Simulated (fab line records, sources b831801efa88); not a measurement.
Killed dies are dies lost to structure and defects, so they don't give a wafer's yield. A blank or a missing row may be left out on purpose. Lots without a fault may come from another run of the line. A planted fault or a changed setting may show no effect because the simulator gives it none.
One fault seen from 2 desks | flow gf180mcu | each desk has only its own numbers; what lay behind them comes last

THE TOOL OWNER'S DESK: implanter-03
The tool's own readings at GF_HV_LDD_IMPLANT_33: means of the sampled wafers that have a number, for each lot that ran on this tool. A lot is out of limits, marked OUT, if its mean lies more than 4 standard deviations from the usual mean; the brackets give that distance.
Columns: A = dose_ions_cm2 at GF_HV_LDD_IMPLANT_33, usual 7.501e+12; B = faraday_current_uA at GF_HV_LDD_IMPLANT_33, usual 42.2
lot  | first seen here | A                           | B
L389 | day 11 20:57    | 7.496e+12                   | 41.6
L392 | day 12 17:50    | 7.508e+12                   | 42.5
L400 | day 15 09:03    | 9.127e+11 (-99 or more) OUT | 5.1 (-48) OUT
L401 | day 15 19:06    | 9.210e+11 (-99 or more) OUT | 5.1 (-48) OUT
L408 | day 18 03:18    | 7.502e+12                   | 42.1
This desk's finding: out of limits on L400, L401; first on L400, day 15 09:03 (dose_ions_cm2 at GF_HV_LDD_IMPLANT_33). In limits: L389, L392, L408.

THE METROLOGY DESK
What the gauges read, lot by lot, whatever tool the lot ran on: means of the sampled wafers that have a number. A lot is out of limits, marked OUT, if its mean lies more than 4 standard deviations from the usual mean; the brackets give that distance.
Columns: A = cd_nm at GF_HV_LDD_CD_MEAS_19, usual 400.6 nm; B = HV_LDD_3_TW at GF_HV_LDD_TW_MEAS_38, usual 1429; C = HV_LDD_RS at GF_HV_LDD_RS_MEAS_53, usual 418.8 ohm/sq; D = HV_LDD_CVD_54_THK at GF_HV_LDD_THK_MEAS_55, usual 10.02 nm
lot  | first seen here | A     | B               | C               | D
L389 | day 11 01:50    | 404.8 | 1437            | 417.8           | 10.06
L390 | day 11 10:44    | 399.2 | 1419            | 418.9           | 9.99
L392 | day 11 22:31    | 402.7 | 1414            | 419.2           | 10.17
L393 | day 12 09:36    | 402.6 | 1414            | 418.6           | 10.10
L398 | day 13 21:49    | 401.2 | 1418            | 417.2           | 9.97
L400 | day 14 11:17    | 399.7 | 1340 (-7.4) OUT | 436.2 (+16) OUT | 10.17
L401 | day 14 21:33    | 400.7 | 1339 (-7.5) OUT | 437.3 (+17) OUT | 9.94
L403 | day 15 21:35    | 400.4 | 1433            | 418.4           | 9.80
L404 | day 16 05:37    | 399.0 | 1435            | 419.7           | 10.01
L407 | day 16 19:11    | 399.1 | 1430            | 421.1           | 10.21
L408 | day 17 04:02    | 401.7 | 1433            | 419.1           | 10.14
L409 | day 17 12:28    | 397.7 | 1426            | 417.2           | 9.90
This desk's finding: out of limits on L400, L401; first on L400, day 15 09:43 (HV_LDD_3_TW at GF_HV_LDD_TW_MEAS_38). In limits: L389, L390, L392, L393, L398, L403, L404, L407, L408, L409.

PUT TOGETHER
The tool owner's desk could have raised an alarm at day 15 09:03, on L400, L401.
The metrology desk could have raised an alarm at day 15 09:43, on L400, L401.
Of the lots named, all ran GF_HV_LDD_IMPLANT_33 on implanter-03.

WHAT THE SIMULATOR HAD PUT IN
Process parameter drift: implanter-03, from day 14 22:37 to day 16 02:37, at GF_HV_LDD_IMPLANT_33. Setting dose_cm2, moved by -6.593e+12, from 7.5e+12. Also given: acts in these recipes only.
Lots struck among those shown: L400, L401.
Hours from the fault's start to each desk's first reading out of limits: the tool owner's desk, 10; the metrology desk, 11.
